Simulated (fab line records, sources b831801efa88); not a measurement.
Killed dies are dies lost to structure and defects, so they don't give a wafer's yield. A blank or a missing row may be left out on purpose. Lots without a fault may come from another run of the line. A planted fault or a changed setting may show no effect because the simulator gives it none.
Problem report in the 8D (eight disciplines) form, filled by code | flow sky130 | the parts of the form that need people (team, actions taken, sign-off) are left out

1. THE PROBLEM
spin_speed_rpm at SKY_CAPM_COAT_07 reads a mean of 3216.2 rpm on 6 wafers of 2 lots; wafers without a fault read 2999.8 rpm with a standard deviation of 2. That is +99 or more standard deviations from the usual mean.
The step: resist thk 1140 nm.
First seen on wafer L203.2, day 41 13:54, on litho_track-02. The record holds 33 wafers of 11 lots with a number at this step. Rule for "out", or "out of limits": more than 4 standard deviations from the usual mean. The other wafers with a number count as sound.

2. WHAT IT IS AND WHAT IT IS NOT
question                    | is                     | is not
which readings at this step | spin_speed_rpm         | chill_plate_temp_C, resist_line_temp_C
which lots                  | L203, L205             | L191, L192, L194, L195, L196, L197, L206, L209, L212
which wafers of those lots  | all that have a number | -
read on which tools         | litho_track-02         | litho_track-03, litho_track-04
when                        | from day 41 13:54      | up to then (18 sound wafers); but 9 sound wafers of L206, L209, L212 came after

3. SUSPECTS, AND WHAT RULES EACH OUT
Counting: a tool at a process step up to the reading stays a suspect if it ran every lot that is out and no sound lot after the first of them.
- cmp-01 at SKY_VIA2_CMP_24 (polishes, stops on SiO2, t overpolish 20 s, target thk 0 nm): ruled out as a lasting fault. Sound lots L206, L209 ran on it after its first lot that is out, L203 (day 41 01:23).
- litho_track-02 at SKY_CAPM_COAT_07 (resist thk 1140 nm): kept. It ran every lot that is out, first L203 (day 41 13:54), and no sound lot after that; its last sound lot up to then is L197 (day 39 07:50). Its own readings are out on those wafers: spin_speed_rpm.
Left after counting: litho_track-02 at SKY_CAPM_COAT_07.

4. THE CAUSE (what the simulator had put in)
Process parameter drift: litho_track-02, from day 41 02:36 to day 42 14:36, at SKY_CAPM_COAT_07. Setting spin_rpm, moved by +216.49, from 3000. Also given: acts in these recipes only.
Counting left only this tool.

5. THE CHAIN OF EFFECTS, in route order
Each row: a reading whose mean over the struck wafers that have a number lies more than 3 standard deviations from the usual. Only readings for which the record gives a usual standard deviation are gone through. hours: the time from each lot's start at the first step in this table that gives one to its start at this step, as a median over the lots. sigmas: the change in usual standard deviations.
hours | step              | reading                  | usual      | on struck wafers | change | sigmas
0     | SKY_CAPM_COAT_07  | spin_speed_rpm           | 2999.8 rpm | 3216.2           | +216.4 | +99 or more
12    | SKY_CAPM_STRIP_14 | strip_time_to_endpoint_s | 12.62 s    | 12.16            | -0.46  | -8.6
The process steps in it:
- SKY_CAPM_COAT_07: resist thk 1140 nm.
- SKY_CAPM_STRIP_14: strips in O2/N2.

6. WHAT WOULD HAVE CAUGHT IT SOONER
In this record the first reading out of limits was taken at day 41 13:54, 11 hours after the fault began at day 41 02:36.
